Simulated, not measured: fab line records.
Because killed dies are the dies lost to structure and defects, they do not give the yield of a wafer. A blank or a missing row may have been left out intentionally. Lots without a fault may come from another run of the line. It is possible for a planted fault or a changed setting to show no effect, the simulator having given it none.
8D (eight disciplines) problem report, filled in by code + flow gf180mcu + the parts of the form that need people (team, actions taken, sign-off) are left out

## 1. PROBLEM STATEMENT
At GF_M4_EXPOSE_11, exposure_dose_mJ_cm2 averages 28.654 over 6 wafers from 2 lots, while fault-free wafers read 27.943, standard deviation 0.026. That puts it +27 standard deviations away from the usual mean.
The step: exposes mask Metal4, target cd 280 nm.
Seen first at day 25 17:39 on krf_scanner-01, wafer L838.2. The record holds 18 wafers of 6 lots with a number at this step. The rule behind "out" and "out of limits": a value lying over 4 standard deviations away from the usual mean. The rest of the wafers with a number are treated as sound.

## 2. WHAT IT IS AND WHAT IT IS NOT
| question                    | is                     | is not                                                                   |
|-----------------------------|------------------------|--------------------------------------------------------------------------|
| which readings at this step | exposure_dose_mJ_cm2   | -                                                                        |
| which lots                  | L838, L840             | L831, L834, L842, L849                                                   |
| which wafers of those lots  | all that have a number | -                                                                        |
| read on which tools         | krf_scanner-01         | krf_scanner-02                                                           |
| when                        | from day 25 17:39      | up to then (6 sound wafers); but 6 sound wafers of L842, L849 came after |

## 3. THE SUSPECTS, EACH WITH WHAT RULES IT OUT
Counting: a tool stays on the suspect list if, at a process step up to the reading, it processed all lots that are out and no sound lot following the first of them.
- cmp-01 at GF_V3_CMP_26 (polishes, stops on SiO2, t overpolish 15 s, target thk 0 nm): ruled out as a lasting fault. Sound lots L842, L849 ran on it after its first lot that is out, L838 (day 25 05:51).
- pvd_sputter-03 at GF_M4_SPUTTER_01 (material TiN, target thk 30 nm, time 25 s): ruled out as a lasting fault. Sound lots L842, L849 ran on it after its first lot that is out, L838 (day 25 06:15).
- pvd_sputter-03 at GF_M4_SPUTTER_02 (material AlCu, target thk 450 nm, time 23.9 s): ruled out as a lasting fault. Sound lots L842, L849 ran on it after its first lot that is out, L838 (day 25 06:17).
- pvd_sputter-03 at GF_M4_SPUTTER_03 (material Ti, target thk 10 nm, time 6.7 s): ruled out as a lasting fault. Sound lots L842, L849 ran on it after its first lot that is out, L838 (day 25 06:19).
- pvd_sputter-03 at GF_M4_SPUTTER_04 (material TiN, target thk 50 nm, time 41.7 s): ruled out as a lasting fault. Sound lots L842, L849 ran on it after its first lot that is out, L838 (day 25 06:20).
- krf_scanner-01 at GF_M4_EXPOSE_11 (exposes mask Metal4, target cd 280 nm): kept. It ran every lot that is out, first L838 (day 25 17:39), and no sound lot after that; its last sound lot up to then is L834 (day 24 00:56). Its own readings are out on those wafers: exposure_dose_mJ_cm2.
Remaining after the count: krf_scanner-01 at GF_M4_EXPOSE_11.

## 4. THE CAUSE (what the simulator had put in)
Process parameter drift: krf_scanner-01, from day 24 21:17 on, at GF_M4_EXPOSE_11. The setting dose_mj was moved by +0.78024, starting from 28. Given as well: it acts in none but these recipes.
This tool alone remained once counting was done.

## 5. SEQUENCE OF EFFECTS, ordered by route
Each row: a reading whose mean over the struck wafers that have a number lies more than 3 standard deviations from the usual. Readings are gone through only where the record gives a usual standard deviation; hours: the median, over the lots, of the time from a lot's start at the first step in this table giving one to that lot's start at this step; sigmas: the change measured in usual standard deviations.
| hours | step            | reading              | usual  | on struck wafers | change | sigmas |
|-------|-----------------|----------------------|--------|------------------|--------|--------|
| 0     | GF_M4_EXPOSE_11 | exposure_dose_mJ_cm2 | 27.943 | 28.654           | +0.710 | +27    |
Its process steps:
- GF_M4_EXPOSE_11: exposes mask Metal4, target cd 280 nm.
Later steps that measure or inspect, where all struck wafers having a row at the step show a number for every such reading and not one has moved that far: GF_M4_CD_MEAS_14, GF_M4_OVL_MEAS_15.

## 6. HOW IT WOULD HAVE BEEN CAUGHT EARLIER
20 hours passed between the start of the fault at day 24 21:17 and the first reading out of limits in this record, taken at day 25 17:39.
